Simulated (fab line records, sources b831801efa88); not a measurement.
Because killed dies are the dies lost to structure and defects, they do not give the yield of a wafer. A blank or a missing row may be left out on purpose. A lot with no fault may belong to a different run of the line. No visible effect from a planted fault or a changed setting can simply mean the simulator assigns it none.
fab line records	flow sky130	part 1 of 2: steps 1 to 28 of 40
[record] lots = 5	wafers = 15	lastDay = 50
route steps=708 shown SD_N@356 SD_P@359 RES_XHIGH@360 SALICIDE@361 LI_CONTACT@362 LOCAL_INTERCONNECT@387
lots with no fault: from the same line, run without faults
startH: hours from the record's opening day to when the first of the lot's shown wafers began	waitH: how many hours have passed since the lot's step before this one	" same as the row above	L1.1+2: a row that stands for several wafers	- value missing, or start not given	* or withheld: withheld	< > ~ a bound
route shown NAME@n: NAME is a module with steps in the file, n the number in the route of the first one	usual: the fault-free wafers' mean and standard deviation	same: alike in all rows	chamber/n: place in a boat	sites: the reading at each site	_std_site: the values' standard deviation	_edge_site: inner sites' mean taken away from outer sites' mean	radiusMm: for every site, how far away it sits from the centre of the wafer	mask NAME#n: copy n	behind: the tool/chamber that last shaped the wafer	hold: why the lot went on hold/how many hours it stayed there/how the hold came to an end	device: the transistor (n, p or np) that didn't switch	end of line: at the end of the route, the tests of the same wafers	a step given without rows: its recipe and nothing more	killed: the dies lost at the first sort to structure and to defects; this is not the yield of the wafer	map: dies across one wafer; x = killed, . = not, _ = none there
set.NAME: setting as actually run; set.NAME@STEP: the setting as run at that earlier step	model.NAME: the simulator's own value behind a step, which no gauge read
lots seen at some steps along the route; tables by step, rows by wafer
services: the hour from which a tool's chamber was out of use, counted from the record's first day as startH (under 0 if before that day), plus the number of hours and why
[[steps]]
[step SKY_SD_N_RTA_14]
[recipe] tempC = 1075	timeS = 2	idleTempC = 650	rampUpCPerS = 150	rampDownCPerS = 90	ambient = N2
[usual] lampPowerPct = 15.74/0.049	wafer_temp_C_max = 1078.1/1.2
lot.wafer	tool	chamber	startH	waitH	lampPowerPct	wafer_temp_C_max
L084.1	rtpAnneal-02	0	736.57	0.0	15.73	1079.4
L084.2	"	0	"	"	15.73	1075.6
L084.3	"	0	"	"	15.69	1078.3
L088.3	rtpAnneal-02	0	761.34	0.0	15.70	1079.5
L088.4	"	0	"	"	15.76	1077.3
L088.6	"	0	"	"	15.68	1077.5
L089.2	rtpAnneal-01	0	764.66	0.0	15.60	1079.0
L089.3	"	0	"	"	15.80	1076.8
L089.4	"	0	"	"	15.70	1077.4
L092.3	rtpAnneal-02	0	791.27	0.0	15.76	1078.4
L092.4	"	0	"	"	15.74	1080.7
L092.5	"	0	"	"	15.77	1075.8
L095.1	rtpAnneal-02	0	811.65	0.0	15.76	1080.1
L095.2	"	0	"	"	15.72	1076.8
L095.6	"	0	"	"	15.71	1076.5
[step SKY_SD_N_RS_MEAS_16]
[recipe] thkMeasGauge = four-point-probe
[usual] SD_N_RS = 68.58/0.13
lot.wafer	tool	chamber	startH	waitH	SD_N_RS[ohm/sq]
L084.1	filmMetro-02	-	736.74	0.1	68.41
L084.2	"	-	"	"	68.62
L084.3	"	-	"	"	68.76
L088.3	filmMetro-02	-	761.54	0.1	68.34
L088.4	"	-	"	"	68.44
L088.6	"	-	"	"	68.33
L089.2	filmMetro-02	-	764.85	0.1	68.60
L089.3	"	-	"	"	68.76
L089.4	"	-	"	"	68.54
L092.3	filmMetro-03	-	791.47	0.1	68.51
L092.4	"	-	"	"	68.69
L092.5	"	-	"	"	68.66
L095.1	filmMetro-04	-	811.83	0.1	68.84
L095.2	"	-	"	"	68.62
L095.6	"	-	"	"	68.71
[step SKY_SD_N_RS_MEAS_17]
[recipe] thkMeasGauge = four-point-probe
[usual] SD_P_RS = 146.4/0.37
lot.wafer	tool	chamber	startH	waitH	SD_P_RS[ohm/sq]
L084.1	filmMetro-02	-	736.86	0.1	146.7
L084.2	"	-	"	"	147.1
L084.3	"	-	"	"	147.0
L088.3	filmMetro-02	-	761.66	0.1	145.8
L088.4	"	-	"	"	146.0
L088.6	"	-	"	"	146.2
L089.2	filmMetro-02	-	764.97	0.1	146.6
L089.3	"	-	"	"	147.2
L089.4	"	-	"	"	146.7
L092.3	filmMetro-03	-	791.59	0.1	146.4
L092.4	"	-	"	"	146.4
L092.5	"	-	"	"	146.2
L095.1	filmMetro-04	-	811.95	0.1	147.4
L095.2	"	-	"	"	146.8
L095.6	"	-	"	"	146.9
[step SKY_SD_N_RS_MEAS_18]
[recipe] thkMeasGauge = four-point-probe
[usual] RES_XHIGH_RS = 333.5/1.3
lot.wafer	tool	chamber	startH	waitH	RES_XHIGH_RS[ohm/sq]
L084.1	filmMetro-02	-	736.98	0.1	331.0
L084.2	"	-	"	"	331.6
L084.3	"	-	"	"	332.2
L088.3	filmMetro-02	-	761.78	0.1	335.0
L088.4	"	-	"	"	333.1
L088.6	"	-	"	"	333.3
L089.2	filmMetro-02	-	765.09	0.1	333.6
L089.3	"	-	"	"	334.3
L089.4	"	-	"	"	332.6
L092.3	filmMetro-03	-	791.71	0.1	333.6
L092.4	"	-	"	"	334.0
L092.5	"	-	"	"	332.8
L095.1	filmMetro-04	-	812.07	0.1	334.3
L095.2	"	-	"	"	334.7
L095.6	"	-	"	"	334.7
[step SKY_SALICIDE_CLEAN_00]
[recipe] chemistry = HF-last	timeS = 30	dilution = 100:1	dry = ipaMarangoni
lot.wafer	tool	chamber	startH	waitH
L084.1+2+3	wetBench-01	3	737.10	0.1
L088.3+4+6	wetBench-02	0	761.86	0.1
L089.2+3+4	wetBench-02	1	765.19	0.1
L092.3+4+5	wetBench-02	1	791.79	0.1
L095.1+2+6	wetBench-03	3	812.19	0.1
[step SKY_LI_CONTACT_HDPCVD_00]
[recipe] material = PSG	targetThkNm = 930	sigmaOpenFrac = 0.3	timeS = 157.7	tempC = 600	sih4FlowSccm = 60	pressureMtorr = 6
lot.wafer	tool	chamber	startH	waitH
L084.1+2+3	hdpcvd-01	0,1,2	737.13	0.0
L088.3+4+6	hdpcvd-01	1,1,0	761.88	0.0
L089.2+3+4	hdpcvd-02	1,0,2	765.20	0.0
L092.3+4+5	hdpcvd-02	1,0,1	791.81	0.0
L095.1+2+6	hdpcvd-01	1,2,2	812.20	0.0
[step SKY_LI_CONTACT_THK_MEAS_01]
[recipe] reads = PSG_of_LI_CONTACT_HDPCVD_00
[usual] LI_CONTACT_HDPCVD_THK = 945/11
lot.wafer	tool	chamber	startH	waitH	LI_CONTACT_HDPCVD_THK[nm]
L084.1	filmMetro-04	-	737.23	0.1	948
L084.2	"	-	"	"	945
L084.3	"	-	"	"	936
L088.3	filmMetro-04	-	762.00	0.1	930
L088.4	"	-	"	"	934
L088.6	"	-	"	"	928
L089.2	filmMetro-04	-	765.32	0.1	962
L089.3	"	-	"	"	952
L089.4	"	-	"	"	949
L092.3	filmMetro-04	-	791.93	0.1	944
L092.4	"	-	"	"	918
L092.5	"	-	"	"	940
L095.1	filmMetro-02	-	812.31	0.1	950
L095.2	"	-	"	"	926
L095.6	"	-	"	"	936
[step SKY_LI_CONTACT_CMP_02]
[recipe] material = PSG	downForcePsi = 4	platenRpm = 60	padVelocityMS = 0.94248
[usual] motorCurrentA = 12.3/1.3	platenRpm = 59.99/0.041	timeToEndpointS = 34.0/2.8
lot.wafer	tool	chamber	startH	waitH	motorCurrentA	platenRpm	timeToEndpointS
L084.1	cmp-01	0	737.29	0.1	11.1	60.01	32.5
L084.3	"	1	"	"	13.5	59.97	37.5
L084.2	"	2	"	"	12.0	60.03	34.4
L088.3	cmp-01	3	762.04	0.0	14.6	60.00	35.2
L088.4	"	2	"	"	11.8	59.95	32.5
L088.6	"	3	"	"	14.0	59.99	32.7
L089.4	cmp-01	0	765.42	0.1	11.6	60.07	30.2
L089.2	"	1	"	"	13.7	59.93	35.1
L089.3	"	2	"	"	11.4	59.97	30.3
L092.4	cmp-01	2	791.97	0.0	12.0	60.04	28.4
L092.3	"	0	"	"	11.8	59.99	34.3
L092.5	"	2	"	"	11.6	60.00	31.7
L095.2	cmp-02	1	812.42	0.1	12.8	59.94	34.0
L095.1	"	2	"	"	12.7	59.95	33.7
L095.6	"	1	"	"	12.6	59.96	33.8
[step SKY_LI_CONTACT_BOW_MEAS_03]
[recipe] mode = bow
[usual] LI_CONTACT_BOW = 55/7.7
lot.wafer	tool	chamber	startH	waitH	LI_CONTACT_BOW[um]
L084.1	filmMetro-02	-	737.59	0.2	47
L084.2	"	-	"	"	38
L084.3	"	-	"	"	48
L088.3	filmMetro-02	-	762.38	0.3	54
L088.4	"	-	"	"	59
L088.6	"	-	"	"	47
L089.2	filmMetro-04	-	765.69	0.2	50
L089.3	"	-	"	"	52
L089.4	"	-	"	"	56
L092.3	filmMetro-04	-	792.31	0.2	58
L092.4	"	-	"	"	69
L092.5	"	-	"	"	57
L095.1	filmMetro-03	-	812.67	0.1	44
L095.2	"	-	"	"	60
L095.6	"	-	"	"	66
[step SKY_LI_CONTACT_DEHYDRATE_04]
[recipe] tempC = 200	timeS = 60
lot.wafer	tool	chamber	startH	waitH
L084.1+2+3	lithoTrack-03	0	750.44	12.8
L088.3+4+6	lithoTrack-03	0	775.69	13.3
L089.2+3+4	lithoTrack-03	0	778.12	12.4
L092.3+4+5	lithoTrack-03	0	804.99	12.7
L095.1+2+6	lithoTrack-04	0	825.34	12.7
[step SKY_LI_CONTACT_HMDS_05]
[recipe] primeTimeS = 60	primeTempC = 120
lot.wafer	tool	chamber	startH	waitH
L084.1+2+3	lithoTrack-03	0	750.59	0.1
L088.3+4+6	lithoTrack-03	0	775.84	0.1
L089.2+3+4	lithoTrack-03	0	778.27	0.1
L092.3+4+5	lithoTrack-03	0	805.14	0.1
L095.1+2+6	lithoTrack-04	0	825.49	0.1
[step SKY_LI_CONTACT_COAT_06]
[recipe] resist = BARC	tempC = withheld	timeS = withheld	spinRpm = 3000	resistThkNm = 60
lot.wafer	tool	chamber	startH	waitH
L084.1+2+3	lithoTrack-03	0	750.74	0.1
L088.3+4+6	lithoTrack-03	0	775.99	0.1
L089.2+3+4	lithoTrack-03	0	778.42	0.1
L092.3+4+5	lithoTrack-03	0	805.29	0.1
L095.1+2+6	lithoTrack-04	0	825.64	0.1
[step SKY_LI_CONTACT_COAT_07]
[recipe] resist = KrF-thick	spinRpm = 3000	resistThkNm = 450
lot.wafer	tool	chamber	startH	waitH
L084.1+2+3	lithoTrack-03	0	-	-
L088.3+4+6	lithoTrack-03	0	-	-
L089.2+3+4	lithoTrack-03	0	-	-
L092.3+4+5	lithoTrack-03	0	-	-
L095.1+2+6	lithoTrack-04	0	-	-
[step SKY_LI_CONTACT_SOFTBAKE_08]
[recipe] tempC = 100	timeS = 90	resist = KrF-thick
lot.wafer	tool	chamber	startH	waitH
L084.1+2+3	lithoTrack-03	0	-	-
L088.3+4+6	lithoTrack-03	0	-	-
L089.2+3+4	lithoTrack-03	0	-	-
L092.3+4+5	lithoTrack-03	0	-	-
L095.1+2+6	lithoTrack-04	0	-	-
[step SKY_LI_CONTACT_EXPOSE_09]
[recipe] maskId = LICM1	na = 0.8	sourceShape = annular	sigmaInner = 0.55	sigmaOuter = 0.85	targetCdNm = 170	doseMj = 38
lot.wafer	tool	chamber	startH	waitH	mask
L084.1+2+3	krfScanner-02	0	-	-	LICM1#0
L088.3+4+6	krfScanner-01	0	-	-	LICM1#0
L089.2+3+4	krfScanner-01	0	-	-	LICM1#0
L092.3+4+5	krfScanner-01	0	-	-	LICM1#0
L095.1+2+6	krfScanner-01	0	-	-	LICM1#0
[step SKY_LI_CONTACT_PEB_10]
[recipe] pebTempC = withheld	pebTimeS = withheld	resist = KrF-thick
lot.wafer	tool	chamber	startH	waitH
L084.1+2+3	lithoTrack-04	0	-	-
L088.3+4+6	lithoTrack-04	0	-	-
L089.2+3+4	lithoTrack-04	0	-	-
L092.3+4+5	lithoTrack-01	0	-	-
L095.1+2+6	lithoTrack-03	0	-	-
[step SKY_LI_CONTACT_DEVELOP_11]
[recipe] developTimeS = 60	resist = KrF-thick	devTempC = 21
lot.wafer	tool	chamber	startH	waitH
L084.1+2+3	lithoTrack-04	0	-	-
L088.3+4+6	lithoTrack-04	0	-	-
L089.2+3+4	lithoTrack-04	0	-	-
L092.3+4+5	lithoTrack-01	0	-	-
L095.1+2+6	lithoTrack-03	0	-	-
[step SKY_LI_CONTACT_CD_MEAS_12]
[recipe] targetCdNm = 170
[usual] cdNm = 170.2/1.3
lot.wafer	tool	chamber	startH	waitH	cdNm
L084.1	cdSem-02	-	764.34	-	169.5
L084.2	"	-	"	"	169.3
L084.3	"	-	"	"	170.2
L088.3	cdSem-01	-	789.13	-	170.4
L088.4	"	-	"	"	170.5
L088.6	"	-	"	"	170.9
L089.2	cdSem-01	-	792.06	-	169.4
L089.3	"	-	"	"	168.7
L089.4	"	-	"	"	168.4
L092.3	cdSem-02	-	819.05	-	171.8
L092.4	"	-	"	"	171.1
L092.5	"	-	"	"	170.9
L095.1	cdSem-02	-	839.44	-	170.1
L095.2	"	-	"	"	170.3
L095.6	"	-	"	"	169.6
[step SKY_LI_CONTACT_OVL_MEAS_13]
[usual] LI_CONTACT_OVL = 3/6.2
lot.wafer	tool	chamber	startH	waitH	LI_CONTACT_OVL[nm]
L084.1	overlay-01	-	764.46	0.1	2
L084.2	"	-	"	"	12
L084.3	"	-	"	"	3
L088.3	overlay-01	-	789.22	0.1	12
L088.4	"	-	"	"	13
L088.6	"	-	"	"	8
L089.2	overlay-02	-	792.16	0.1	10
L089.3	"	-	"	"	3
L089.4	"	-	"	"	4
L092.3	overlay-01	-	819.14	0.1	0
L092.4	"	-	"	"	-4
L092.5	"	-	"	"	1
L095.1	overlay-01	-	839.56	0.1	9
L095.2	"	-	"	"	6
L095.6	"	-	"	"	4
[step SKY_LI_CONTACT_ETCH_14]
[recipe] chemistry = N2/H2	target = BARC	ionEnergyEv = 200	sourceW = 500	biasW = 100	pressureMtorr = 30	n2FlowSccm = 100	h2FlowSccm = 200	stopOn = SiO2	timeS = 45.9	targetDepthA = 600
[usual] drypumpMotorCurrentA = 5.8/0.53	oesProductAu = 0.855/0.0049	throttleValvePct = 13.224/0.0099
lot.wafer	tool	chamber	startH	waitH	drypumpMotorCurrentA	oesProductAu	rfHoursCounterH	throttleValvePct
L084.1	rieDiel-04	3	764.49	0.0	6.2	0.861	11	13.241
L084.2	"	1	"	"	5.7	0.852	14	13.222
L084.3	"	0	"	"	6.5	0.861	2	13.217
L088.3	rieDiel-03	3	789.24	0.0	5.6	0.849	30	13.223
L088.4	"	3	"	"	5.6	0.855	-	13.236
L088.6	"	0	"	"	4.9	0.846	-	13.209
L089.2	rieDiel-02	0	792.19	0.0	5.2	0.862	24	13.230
L089.3	"	1	"	"	6.6	0.859	5	13.225
L089.4	"	2	"	"	5.8	0.856	6	13.217
L092.3	rieDiel-03	1	819.17	0.0	5.9	0.852	6	13.214
L092.4	"	1	"	"	5.8	0.867	-	13.235
L092.5	"	2	"	"	6.4	0.859	-	13.236
L095.1	rieDiel-04	2	839.60	0.0	5.2	0.859	11	13.220
L095.2	"	1	"	"	5.7	0.853	16	13.238
L095.6	"	3	"	"	6.3	0.849	-	13.238
[step SKY_LI_CONTACT_ETCH_15]
[recipe] target = PSG	chemistry = C4F8/O2/Ar	stopOn = Si	taperDeg = 4.15	maskMaterial = KrF-thick	sourceW = 1500	biasW = 1200	pressureMtorr = 40	c4f8FlowSccm = withheld	O2_flow_sccm = 6	Ar_flow_sccm = 300	timeS = withheld	targetDepthA = 6000
[usual] oesProductAu = 0.838/0.0047
lot.wafer	tool	chamber	startH	waitH	oesProductAu
L084.1	rieDiel-04	3	764.54	0.0	0.839
L084.2	"	1	"	"	0.833
L084.3	"	0	"	"	0.836
L088.3	rieDiel-03	3	789.29	0.0	0.851
L088.4	"	3	"	"	0.842
L088.6	"	0	"	"	0.839
L089.2	rieDiel-02	0	792.24	0.0	0.839
L089.3	"	1	"	"	0.837
L089.4	"	2	"	"	0.837
L092.3	rieDiel-03	1	819.21	0.0	0.839
L092.4	"	1	"	"	0.839
L092.5	"	2	"	"	0.837
L095.1	rieDiel-04	2	839.64	0.0	0.836
L095.2	"	1	"	"	0.839
L095.6	"	3	"	"	0.835
[step SKY_LI_CONTACT_STRIP_16]
[recipe] chemistry = O2/N2	powerW = 1400	pressureMtorr = 1500	platenTempC = withheld	o2FlowSccm = 3000	n2FlowSccm = 300	overashFraction = 0.5
[usual] drypumpMotorCurrentA = 6.0/0.47	o2FlowSccm = 3001/8.9	oesProductAu = 0.375/0.0047	stripTimeToEndpointS = 3.49/0.034
lot.wafer	tool	chamber	startH	waitH	drypumpMotorCurrentA	o2FlowSccm	oesProductAu	rfHoursCounterH	stripTimeToEndpointS
L084.1	plasmaAsher-04	0	764.62	-	5.1	2999	0.380	2	3.45
L084.2	"	1	"	"	6.5	2979	0.368	2	3.43
L084.3	"	0	"	"	5.1	2996	0.370	-	3.43
L088.3	plasmaAsher-02	1	789.41	-	5.9	3004	0.372	-	3.51
L088.4	"	0	"	"	5.9	2994	0.377	-	3.52
L088.6	"	0	"	"	5.9	2997	0.374	-	3.49
L089.2	plasmaAsher-03	1	792.32	-	6.0	3005	0.372	28	3.51
L089.3	"	1	"	"	6.0	3011	0.374	-	3.52
L089.4	"	0	"	"	6.6	2994	0.379	-	3.51
L092.3	plasmaAsher-03	1	819.33	-	6.0	3002	0.380	-	3.55
L092.4	"	0	"	"	6.5	3006	0.371	-	3.50
L092.5	"	1	"	"	6.0	3000	0.381	-	3.51
L095.1	plasmaAsher-03	0	839.72	-	6.5	3011	0.371	33	3.53
L095.2	"	1	"	"	6.0	2987	0.374	33	3.45
L095.6	"	1	"	"	6.0	3004	0.378	-	3.48
[step SKY_LI_CONTACT_CLEAN_17]
[recipe] chemistry = NMP	timeS = 600	tempC = 60	dry = n2Spin
[usual] bathHeatDutyPct = 10.2/1.3
lot.wafer	tool	chamber	startH	waitH	bathHeatDutyPct
L084.1	wetBench-03	1	764.72	0.1	8.5
L084.2	"	1	"	"	9.3
L084.3	"	1	"	"	8.5
L088.3	wetBench-03	0	789.47	0.0	10.7
L088.4	"	0	"	"	9.6
L088.6	"	0	"	"	11.6
L089.2	wetBench-03	2	792.42	0.1	10.6
L089.3	"	2	"	"	9.8
L089.4	"	2	"	"	9.5
L092.3	wetBench-03	0	819.39	0.0	10.6
L092.4	"	0	"	"	9.2
L092.5	"	0	"	"	10.9
L095.1	wetBench-04	0	839.82	0.1	12.4
L095.2	"	0	"	"	10.7
L095.6	"	0	"	"	10.2
[step SKY_LI_CONTACT_PRE_CLEAN_18]
[recipe] gas = Ar	timeS = 5.6	biasV = 358
lot.wafer	tool	chamber	startH	waitH
L084.1+2+3	pvdSputter-04	-	764.91	0.0
L088.3+4+6	pvdSputter-04	-	789.65	0.0
L089.2+3+4	pvdSputter-03	-	792.60	0.0
L092.3+4+5	pvdSputter-01	-	819.57	0.0
L095.1+2+6	pvdSputter-03	-	840.00	0.0
[step SKY_LI_CONTACT_SPUTTER_19]
[recipe] material = Ti	targetThkNm = 20	chamberPressurePa = 5	powerW = 2500	substrateTempC = 200	timeS = 106.37
[usual] cathodeDcPowerW = 2500.0/0.46	chamberPressurePa = 5.000/0.0097	throttleValvePct = 30.3/0.98
lot.wafer	tool	chamber	startH	waitH	cathodeDcPowerW	chamberPressurePa	throttleValvePct
L084.1	pvdSputter-04	-	764.93	0.0	2499.9	4.996	30.9
L084.2	"	-	"	"	2500.4	4.989	30.5
L084.3	"	-	"	"	2499.4	5.005	29.0
L088.3	pvdSputter-04	-	789.67	0.0	2499.2	5.005	30.6
L088.4	"	-	"	"	2500.6	4.995	30.0
L088.6	"	-	"	"	2500.3	5.012	29.1
L089.2	pvdSputter-03	-	792.62	0.0	2500.3	5.002	29.3
L089.3	"	-	"	"	2499.9	5.026	29.0
L089.4	"	-	"	"	2499.4	4.994	30.5
L092.3	pvdSputter-01	-	819.59	0.0	2499.3	4.996	30.7
L092.4	"	-	"	"	2500.0	4.982	29.6
L092.5	"	-	"	"	2500.1	5.008	31.3
L095.1	pvdSputter-03	-	840.02	0.0	2499.5	5.009	28.8
L095.2	"	-	"	"	2500.8	4.979	29.2
L095.6	"	-	"	"	2499.3	4.992	30.6
[step SKY_LI_CONTACT_SPUTTER_20]
[recipe] material = TiN	targetThkNm = 20	chamberPressurePa = 5	powerW = 4000	timeS = 80
[usual] cathodeDcPowerW = 4000.0/0.78	chamberPressurePa = 5.001/0.01	throttleValvePct = 30.3/1
lot.wafer	tool	chamber	startH	waitH	cathodeDcPowerW	chamberPressurePa	throttleValvePct
L084.1	pvdSputter-04	-	765.01	0.0	3999.3	4.986	30.9
L084.2	"	-	"	"	4001.1	4.992	30.3
L084.3	"	-	"	"	4000.4	5.020	28.7
L088.3	pvdSputter-04	-	789.74	0.0	3999.8	4.997	30.9
L088.4	"	-	"	"	3998.6	4.981	29.6
L088.6	"	-	"	"	3999.9	5.009	28.8
L089.2	pvdSputter-03	-	792.69	0.0	3999.9	5.000	29.2
L089.3	"	-	"	"	4000.5	4.989	28.8
L089.4	"	-	"	"	4000.2	5.008	30.7
L092.3	pvdSputter-01	-	819.66	0.0	4001.0	5.024	30.6
L092.4	"	-	"	"	3999.2	4.992	29.8
L092.5	"	-	"	"	4000.9	5.012	31.3
L095.1	pvdSputter-03	-	840.09	0.0	4000.7	5.005	28.6
L095.2	"	-	"	"	4000.1	4.988	29.2
L095.6	"	-	"	"	3999.9	5.002	30.6
[step SKY_LI_CONTACT_CVD_21]
[recipe] material = W	targetThkNm = 400	timeS = 120.56	tempC = 400	pressureTorr = 40
[usual] heaterPowerW = 861/48
lot.wafer	tool	chamber	startH	waitH	heaterPowerW
L084.1	cvdW-01	1	765.07	0.0	814
L084.2	"	0	"	"	874
L084.3	"	0	"	"	852
L088.3	cvdW-01	0	789.85	0.1	864
L088.4	"	1	"	"	801
L088.6	"	0	"	"	878
L089.2	cvdW-02	0	792.75	0.0	862
L089.3	"	0	"	"	845
L089.4	"	1	"	"	952
L092.3	cvdW-02	0	819.77	0.1	843
L092.4	"	1	"	"	951
L092.5	"	1	"	"	909
L095.1	cvdW-01	1	840.16	0.0	840
L095.2	"	0	"	"	855
L095.6	"	1	"	"	822
[step SKY_LI_CONTACT_RS_MEAS_22]
[recipe] thkMeasGauge = four-point-probe	reads = W_of_LI_CONTACT_CVD_21+TiN_of_LI_CONTACT_SPUTTER_20+Ti_of_LI_CONTACT_SPUTTER_19
[usual] LI_CONTACT_W_RS = 0.285/0.0032
lot.wafer	tool	chamber	startH	waitH	LI_CONTACT_W_RS[ohm/sq]
L084.1	filmMetro-03	-	765.19	0.1	0.285
L084.2	"	-	"	"	0.285
L084.3	"	-	"	"	0.285
L088.3	filmMetro-03	-	789.97	0.1	0.283
L088.4	"	-	"	"	0.288
L088.6	"	-	"	"	0.284
L089.2	filmMetro-03	-	792.90	0.1	0.278
L089.3	"	-	"	"	0.284
L089.4	"	-	"	"	0.288
L092.3	filmMetro-04	-	819.89	0.1	0.281
L092.4	"	-	"	"	0.293
L092.5	"	-	"	"	0.290
L095.1	filmMetro-04	-	840.28	0.1	0.290
L095.2	"	-	"	"	0.283
L095.6	"	-	"	"	0.289
